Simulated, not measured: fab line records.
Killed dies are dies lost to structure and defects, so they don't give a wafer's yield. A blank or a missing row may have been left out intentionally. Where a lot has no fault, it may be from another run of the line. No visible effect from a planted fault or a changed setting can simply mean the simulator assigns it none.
Check of tool commonality -- flow gf180mcu -- 15 lots and 45 wafers in the sample

== THE REASON FOR OPENING IT ==
Of 15 lots, 3 have the reading DUAL_GATE_OVL flagged at GF_DUAL_GATE_OVL_MEAS_11. Fault-free wafers read 0.2 nm, with a standard deviation of 1.7.
Rule: a lot gets a flag if all its wafers with a number sit over 4 standard deviations from that mean, or if no wafer of it has a number. The rest of the lots are taken to be sound.

lot,measured,on,"DUAL_GATE_OVL (nm), wafer by wafer",flag
L241,day 8 07:14,overlay-02,-2.6 -1.4 -2.5,
L242,day 8 14:53,overlay-02,1.0 0.4 0.4,
L243,day 9 05:14,overlay-02,-1.1 -0.8 -2.0,
L244,day 9 05:37,overlay-02,-1.1 -2.7 -0.4,
L245,day 9 12:24,overlay-01,-2.1 -1.7 -1.7,
L246,day 9 22:36,overlay-01,2.3 1.2 0.5,
L247,day 10 03:34,overlay-01,0.5 1.8 0.3,
L248,day 10 09:24,overlay-02,0.3 1.2 0.9,
L251,day 11 01:32,overlay-01,55.5 55.1 55.1,FLAGGED
L254,day 12 02:20,overlay-01,57.0 56.1 56.1,FLAGGED
L255,day 12 10:46,overlay-02,59.2 57.7 59.6,FLAGGED
L260,day 13 18:48,overlay-02,-1.6 -2.6 -1.0,
L261,day 14 02:41,overlay-01,3.6 2.3 0.3,
L262,day 14 13:07,overlay-01,1.7 3.2 2.3,
L264,day 14 20:33,overlay-01,2.0 2.4 1.5,
The mean of the flagged lots' numbers is 56.8 nm, +56.6 nm from the usual (+33 standard deviations).

== WHICH TOOL RAN EACH LOT ==
The record holds 1 process step before the reading, out of a route of 602 steps. Cell contents, in order: the tool; ch with the chambers the sampled wafers went through; the start.
lot,flag,GF_DUAL_GATE_EXPOSE_08
L241,,"iline-stepper-02 ch 0, day 7 23:25"
L242,,"iline-stepper-01 ch 0, day 8 07:58"
L243,,"iline-stepper-01 ch 0, day 8 20:37"
L244,,"iline-stepper-02 ch 0, day 8 20:54"
L245,,"iline-stepper-01 ch 0, day 9 04:36"
L246,,"iline-stepper-01 ch 0, day 9 14:06"
L247,,"iline-stepper-02 ch 0, day 9 18:55"
L248,,"iline-stepper-01 ch 0, day 10 00:32"
L251,FLAGGED,"iline-stepper-02 ch 0, day 10 17:05"
L254,FLAGGED,"iline-stepper-02 ch 0, day 11 16:46"
L255,FLAGGED,"iline-stepper-02 ch 0, day 12 00:48"
L260,,"iline-stepper-01 ch 0, day 13 08:49"
L261,,"iline-stepper-01 ch 0, day 13 16:23"
L262,,"iline-stepper-01 ch 0, day 14 03:00"
L264,,"iline-stepper-01 ch 0, day 14 10:05"
What the steps here do:
- GF_DUAL_GATE_EXPOSE_08: exposes mask Dualgate, target cd 700 nm.
- GF_DUAL_GATE_OVL_MEAS_11

== FLAGGED OVER TOTAL, TOOL BY TOOL (the gauges that took the reading come last) ==
step,tool,lots run,flagged,share of the flagged lots,sound lots run after its first flagged lot
GF_DUAL_GATE_EXPOSE_08,iline-stepper-01,9,0,none,-
GF_DUAL_GATE_EXPOSE_08,iline-stepper-02,6,3,all,0
GF_DUAL_GATE_OVL_MEAS_11,overlay-01,8,2,some,"3 (L261,L262,L264)"
GF_DUAL_GATE_OVL_MEAS_11,overlay-02,7,1,some,1 (L260)

== WHAT IS ALLOWED BY THE TABLE ==
All flagged lots share 1 row of the table, namely iline-stepper-02 at GF_DUAL_GATE_EXPOSE_08.
- iline-stepper-02 at GF_DUAL_GATE_EXPOSE_08: 3 of its 6 lots flagged. Its last sound lot is L247 (day 9 18:55), its first flagged lot L251 (day 10 17:05): a fault that began between those two fits.
One tool is left: iline-stepper-02 at GF_DUAL_GATE_EXPOSE_08.

== WHAT WAS PUT IN BY THE SIMULATOR ==
Scanner matching overlay: iline-stepper-02, from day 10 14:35 on, at GF_DUAL_GATE_EXPOSE_08. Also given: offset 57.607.
Struck lots among those shown: L251, L254, L255. This agrees with what the rule above found.
